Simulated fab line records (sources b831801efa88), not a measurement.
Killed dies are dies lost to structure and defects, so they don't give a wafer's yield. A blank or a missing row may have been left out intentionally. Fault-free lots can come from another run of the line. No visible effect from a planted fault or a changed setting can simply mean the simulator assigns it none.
Shared-tool check || flow sky130 || 11 lots and 33 wafers in the sample

WHY THIS WAS OPENED
Of 11 lots, 2 have the reading SD_N_RS flagged at SKY_SD_N_RS_MEAS_16. Wafers without a fault read 68.61 ohm/sq, standard deviation 0.12.
Rule: a lot is flagged when every wafer of it that has a number lies more than 4 standard deviations from that mean, or none has a number. The other lots count as sound.

{"lot": "L850", "measured": "day 28 18:49", "on": "film metro-02", "SD_N_RS (ohm/sq), wafer by wafer": "68.69 68.55 68.67", "flag": ""}
{"lot": "L851", "measured": "day 29 00:25", "on": "film metro-02", "SD_N_RS (ohm/sq), wafer by wafer": "68.58 68.59 68.69", "flag": ""}
{"lot": "L852", "measured": "day 29 14:22", "on": "film metro-03", "SD_N_RS (ohm/sq), wafer by wafer": "68.40 68.55 68.36", "flag": ""}
{"lot": "L853", "measured": "day 29 15:48", "on": "film metro-02", "SD_N_RS (ohm/sq), wafer by wafer": "68.60 68.48 68.69", "flag": ""}
{"lot": "L857", "measured": "day 30 15:16", "on": "film metro-02", "SD_N_RS (ohm/sq), wafer by wafer": "68.68 68.63 68.76", "flag": ""}
{"lot": "L858", "measured": "day 31 04:33", "on": "film metro-02", "SD_N_RS (ohm/sq), wafer by wafer": "68.79 68.84 68.78", "flag": ""}
{"lot": "L862", "measured": "day 31 22:57", "on": "film metro-03", "SD_N_RS (ohm/sq), wafer by wafer": "68.72 68.69 68.54", "flag": ""}
{"lot": "L864", "measured": "day 32 18:08", "on": "film metro-02", "SD_N_RS (ohm/sq), wafer by wafer": "71.21 71.45 71.51", "flag": "FLAGGED"}
{"lot": "L863", "measured": "day 32 18:59", "on": "film metro-01", "SD_N_RS (ohm/sq), wafer by wafer": "71.36 71.40 71.25", "flag": "FLAGGED"}
{"lot": "L872", "measured": "day 35 07:42", "on": "film metro-02", "SD_N_RS (ohm/sq), wafer by wafer": "68.69 68.57 68.71", "flag": ""}
{"lot": "L873", "measured": "day 35 10:42", "on": "film metro-03", "SD_N_RS (ohm/sq), wafer by wafer": "68.34 68.31 68.60", "flag": ""}
The numbers of the flagged lots are 71.36 ohm/sq on average: +2.75 ohm/sq against the usual, or +23 standard deviations.

WHICH TOOL RAN EACH LOT
Before the reading, the record contains 3 process steps out of a 708-step route. Cell contents, in order: the tool; ch with the chambers the sampled wafers went through; the start.
{"lot": "L850", "flag": "", "SKY_LDD_LDN_STRIP_12": "plasma asher-04 ch 0,1, day 23 19:46", "SKY_SD_N_IMPLANT_09": "implanter-03 ch 0, day 28 18:07", "SKY_SD_N_STRIP_11": "plasma asher-01 ch 0,1, day 28 18:24"}
{"lot": "L851", "flag": "", "SKY_LDD_LDN_STRIP_12": "plasma asher-03 ch 0,1, day 24 01:43", "SKY_SD_N_IMPLANT_09": "implanter-02 ch 0, day 28 23:44", "SKY_SD_N_STRIP_11": "plasma asher-04 ch 0,1, day 29 00:01"}
{"lot": "L852", "flag": "", "SKY_LDD_LDN_STRIP_12": "plasma asher-01 ch 0,1, day 24 16:15", "SKY_SD_N_IMPLANT_09": "implanter-03 ch 0, day 29 13:41", "SKY_SD_N_STRIP_11": "plasma asher-04 ch 0,1, day 29 13:57"}
{"lot": "L853", "flag": "", "SKY_LDD_LDN_STRIP_12": "plasma asher-03 ch 0,1, day 24 17:44", "SKY_SD_N_IMPLANT_09": "implanter-02 ch 0, day 29 15:07", "SKY_SD_N_STRIP_11": "plasma asher-03 ch 0,1, day 29 15:25"}
{"lot": "L857", "flag": "", "SKY_LDD_LDN_STRIP_12": "plasma asher-04 ch 0,1, day 25 19:49", "SKY_SD_N_IMPLANT_09": "implanter-03 ch 0, day 30 14:35", "SKY_SD_N_STRIP_11": "plasma asher-01 ch 0,1, day 30 14:53"}
{"lot": "L858", "flag": "", "SKY_LDD_LDN_STRIP_12": "plasma asher-04 ch 0,1, day 26 08:42", "SKY_SD_N_IMPLANT_09": "implanter-03 ch 0, day 31 03:52", "SKY_SD_N_STRIP_11": "plasma asher-04 ch 0,1, day 31 04:10"}
{"lot": "L862", "flag": "", "SKY_LDD_LDN_STRIP_12": "plasma asher-03 ch 0,1, day 27 04:33", "SKY_SD_N_IMPLANT_09": "implanter-03 ch 0, day 31 22:16", "SKY_SD_N_STRIP_11": "plasma asher-03 ch 0,1, day 31 22:34"}
{"lot": "L864", "flag": "FLAGGED", "SKY_LDD_LDN_STRIP_12": "plasma asher-01 ch 0,1, day 27 20:49", "SKY_SD_N_IMPLANT_09": "implanter-03 ch 0, day 32 17:28", "SKY_SD_N_STRIP_11": "plasma asher-03 ch 0,1, day 32 17:46"}
{"lot": "L863", "flag": "FLAGGED", "SKY_LDD_LDN_STRIP_12": "plasma asher-04 ch 0,1, day 27 17:23", "SKY_SD_N_IMPLANT_09": "implanter-03 ch 0, day 32 18:19", "SKY_SD_N_STRIP_11": "plasma asher-03 ch 0,1, day 32 18:35"}
{"lot": "L872", "flag": "", "SKY_LDD_LDN_STRIP_12": "plasma asher-03 ch 0,1, day 30 16:52", "SKY_SD_N_IMPLANT_09": "implanter-02 ch 0, day 35 06:58", "SKY_SD_N_STRIP_11": "plasma asher-03 ch 0,1, day 35 07:15"}
{"lot": "L873", "flag": "", "SKY_LDD_LDN_STRIP_12": "plasma asher-04 ch 0,1, day 30 20:21", "SKY_SD_N_IMPLANT_09": "implanter-02 ch 0, day 35 10:01", "SKY_SD_N_STRIP_11": "plasma asher-03 ch 0,1, day 35 10:19"}
These steps, and what they do:
- SKY_LDD_LDN_STRIP_12: strips in O2/N2.
- SKY_SD_N_IMPLANT_09
- SKY_SD_N_STRIP_11: strips in O2/N2.
- SKY_SD_N_RS_MEAS_16: measures by four-point-probe.

FLAGGED AGAINST TOTAL, ONE TOOL AT A TIME (gauges that did the reading follow at the end)
{"step": "SKY_LDD_LDN_STRIP_12", "tool": "plasma asher-01", "lots run": 2, "flagged": 1, "share of the flagged lots": "some", "sound lots run after its first flagged lot": 0}
{"step": "SKY_LDD_LDN_STRIP_12", "tool": "plasma asher-03", "lots run": 4, "flagged": 0, "share of the flagged lots": "none", "sound lots run after its first flagged lot": "-"}
{"step": "SKY_LDD_LDN_STRIP_12", "tool": "plasma asher-04", "lots run": 5, "flagged": 1, "share of the flagged lots": "some", "sound lots run after its first flagged lot": "1 (L873)"}
{"step": "SKY_SD_N_IMPLANT_09", "tool": "implanter-02", "lots run": 4, "flagged": 0, "share of the flagged lots": "none", "sound lots run after its first flagged lot": "-"}
{"step": "SKY_SD_N_IMPLANT_09", "tool": "implanter-03", "lots run": 7, "flagged": 2, "share of the flagged lots": "all", "sound lots run after its first flagged lot": 0}
{"step": "SKY_SD_N_STRIP_11", "tool": "plasma asher-01", "lots run": 2, "flagged": 0, "share of the flagged lots": "none", "sound lots run after its first flagged lot": "-"}
{"step": "SKY_SD_N_STRIP_11", "tool": "plasma asher-03", "lots run": 6, "flagged": 2, "share of the flagged lots": "all", "sound lots run after its first flagged lot": "2 (L872,L873)"}
{"step": "SKY_SD_N_STRIP_11", "tool": "plasma asher-04", "lots run": 3, "flagged": 0, "share of the flagged lots": "none", "sound lots run after its first flagged lot": "-"}
{"step": "SKY_SD_N_RS_MEAS_16", "tool": "film metro-01", "lots run": 1, "flagged": 1, "share of the flagged lots": "some", "sound lots run after its first flagged lot": 0}
{"step": "SKY_SD_N_RS_MEAS_16", "tool": "film metro-02", "lots run": 7, "flagged": 1, "share of the flagged lots": "some", "sound lots run after its first flagged lot": "1 (L872)"}
{"step": "SKY_SD_N_RS_MEAS_16", "tool": "film metro-03", "lots run": 3, "flagged": 0, "share of the flagged lots": "none", "sound lots run after its first flagged lot": "-"}

WHAT IS ALLOWED BY THE TABLE
Table rows that saw every flagged lot: 2, namely implanter-03 at SKY_SD_N_IMPLANT_09 and plasma asher-03 at SKY_SD_N_STRIP_11.
- implanter-03 at SKY_SD_N_IMPLANT_09: 2 of its 7 lots flagged. It ran its last sound lot, L862, at day 31 22:16 and its first flagged lot, L864, at day 32 17:28: a fault with its onset between the two fits. Its own readings lie more than 4 standard deviations out on every wafer of the flagged lots: beam energy keV.
- plasma asher-03 at SKY_SD_N_STRIP_11: 2 of its 6 lots flagged. Sound lots followed the first flagged one (L872, L873) on it, something a lasting fault affecting the whole tool could not allow. Its own readings lie more than 4 standard deviations out on every wafer of the flagged lots: strip time to endpoint s.
implanter-03 at SKY_SD_N_IMPLANT_09 is the single tool remaining.

WHAT THE SIMULATOR HAD PUT IN
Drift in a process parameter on implanter-03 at SKY_SD_N_IMPLANT_09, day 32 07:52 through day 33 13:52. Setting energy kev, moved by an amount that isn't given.
Struck lots among those shown: L864, L863. The rule given above showed the same thing.
